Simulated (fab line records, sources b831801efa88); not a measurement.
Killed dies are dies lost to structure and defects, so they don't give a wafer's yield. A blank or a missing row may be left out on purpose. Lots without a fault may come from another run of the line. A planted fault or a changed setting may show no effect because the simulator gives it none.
A struck lot beside a sound one | flow sky130 | 17 steps out of a route of 708
Sound: wafers L386.3, L386.4, L386.6. Struck: wafers L402.2, L402.4, L402.6. The cause comes at the end.
At each step with rows: each side's tool, then ch and its chambers, then its first start. Under that, the readings that differ: sound wafers | struck wafers | difference of the means | sigmas: that difference in standard deviations of wafers without a fault.
alike: readings whose means differ by less than 2 such deviations, and words and numbers that are the same on both sides. not compared: withheld readings, readings that some wafer has no value for, bounds like >300 that may hide the same value, and numbers for which the record gives no deviation and whose values overlap.
The two part at a step that has a row with sigmas, a row that says differs or no value, or rows on one side only. Numbers that don't overlap but have no deviation are shown without sigmas and don't part them. A reading that every wafer of one side lacks parts them only if that side has two wafers or more.

first, 1 step without rows for these wafers: SKY_VT_ADJUST_LVTN_IMPLANT_19.
SKY_VT_ADJUST_LVTN_STRIP_20: strips in O2/N2.
  sound on plasma_asher-03 ch 0,1, day 8 05:55; struck on plasma_asher-03 ch 0,1, day 12 14:58
  alike: chamber_pressure_mTorr, drypump_motor_current_A, oes_product_au, strip_time_to_endpoint_s
  not compared: rf_hours_counter_h
SKY_VT_ADJUST_LVTN_TW_MEAS_21:
  sound on film_metro-01, day 8 05:59; struck on film_metro-03, day 12 15:05
  reading             | sound             | struck            | difference | sigmas
  VT_ADJUST_LVTN_2_TW | 188.5 189.5 188.9 | 186.3 186.1 186.6 | -2.6       | -2
then, 7 steps without rows for these wafers: SKY_VT_ADJUST_NCORE_DEHYDRATE_00 (time 60 s); SKY_VT_ADJUST_NCORE_HMDS_01 (prime time 60 s); SKY_VT_ADJUST_NCORE_COAT_02 (resist thk 1140 nm); SKY_VT_ADJUST_NCORE_SOFTBAKE_03 (time 60 s); SKY_VT_ADJUST_NCORE_EXPOSE_04 (exposes mask LVTN COMPLEMENT THIN, target cd 380 nm); SKY_VT_ADJUST_NCORE_PEB_05; SKY_VT_ADJUST_NCORE_DEVELOP_06 (develop time 60 s).
SKY_VT_ADJUST_NCORE_CD_MEAS_07: target cd 380 nm.
  sound on cd_sem-01, day 9 02:50; struck on cd_sem-02, day 13 16:28
  alike: cd_nm
SKY_VT_ADJUST_NCORE_OVL_MEAS_08:
  sound on overlay-01, day 9 02:56; struck on overlay-02, day 13 16:34
  alike: VT_ADJUST_NCORE_OVL
SKY_VT_ADJUST_NCORE_IMPLANT_09:
  sound on implanter-02 ch 0, day 9 03:00; struck on implanter-02 ch 0, day 13 16:37
  reading            | sound             | struck            | difference | sigmas
  beam_on_s (s)      | 10.24 9.74 9.87   | 12.24 12.23 12.51 | +2.38      | +13
  faraday_current_uA | 13.21 13.89 13.73 | 11.06 11.08 10.77 | -2.64      | -11
  alike: end_station_pressure_torr
SKY_VT_ADJUST_NCORE_STRIP_10: strips in O2/N2.
  sound on plasma_asher-01 ch 0,1, day 9 03:08; struck on plasma_asher-04 ch 0,1, day 13 16:44
  reading                     | sound       | struck      | difference | sigmas
  drypump_motor_current_A (A) | 5.3 4.8 4.8 | 6.1 6.0 6.1 | +1.1       | +2
  alike: chamber_pressure_mTorr, oes_product_au, strip_time_to_endpoint_s
  not compared: rf_hours_counter_h
SKY_VT_ADJUST_NCORE_TW_MEAS_11:
  sound on film_metro-01, day 9 03:13; struck on film_metro-04, day 13 16:51
  reading            | sound             | struck            | difference | sigmas
  VT_ADJUST_NCORE_TW | 221.0 221.6 220.4 | 235.9 235.1 234.6 | +14.2      | +11
then, 1 step without rows for these wafers: SKY_VT_ADJUST_HVTR_DEHYDRATE_00 (time 60 s).
-- the record jumps here: 36 days lie between the struck wafers' starts before and after (it left off in module VT_ADJUST_HVTR and takes up again in module PAD_OPEN, whose first step shown is number 708 of the route) --
SKY_PAD_OPEN_PROBE_99:
  sound on prober-02, day 45 23:00; struck on prober-02, day 50 03:54
  reading                                    | sound                         | struck                        | difference | sigmas
  model.etest.nfet_16v.r_on_ohm_um           | 1.39e+04 1.39e+04 1.392e+04   | 1.511e+04 1.518e+04 1.534e+04 | +1.303e+03 |
  model.etest.pfet_16v.r_on_ohm_um           | 1.463e+04 1.491e+04 1.501e+04 | 1.442e+04 1.432e+04 1.448e+04 | -4.433e+02 |
  model.etest.pfet_g5v0d10v5.r_on_ohm_um     | 4755 4631 4699                | 4464 4523 4483                | -205       |
  model.etest.tip_p.rs_ohm_sq                | 6852 6854 6866                | 6621 6664 6595                | -231       |
  model.etest.pfet_01v8.r_on_ohm_um          | 2839 2822 2863                | 2751 2775 2728                | -90        |
  model.etest.res_pwell_under_gate.rs_ohm_sq | 2286 2282 2284                | 2203 2189 2190                | -90        |
  model.etest.nfet_g5v0d10v5.r_on_ohm_um     | 1862 1836 1849                | 1945 1968 1956                | +107       |
  model.etest.tip_p_5v.rs_ohm_sq             | 2868 2907 2893                | 2814 2809 2800                | -82        |
  alike: killed_at_M0_to_M3, killed_at_M4_up, killed_at_contacts, killed_at_front_end, killed_at_other, killed_dies, killed_open, killed_short

WHERE THEY PART
First at SKY_VT_ADJUST_LVTN_TW_MEAS_21; last, within this record, at SKY_VT_ADJUST_NCORE_TW_MEAS_11. Later steps at which nothing parts them and some readings are alike: SKY_PAD_OPEN_PROBE_99.

WHY: what the simulator had put in
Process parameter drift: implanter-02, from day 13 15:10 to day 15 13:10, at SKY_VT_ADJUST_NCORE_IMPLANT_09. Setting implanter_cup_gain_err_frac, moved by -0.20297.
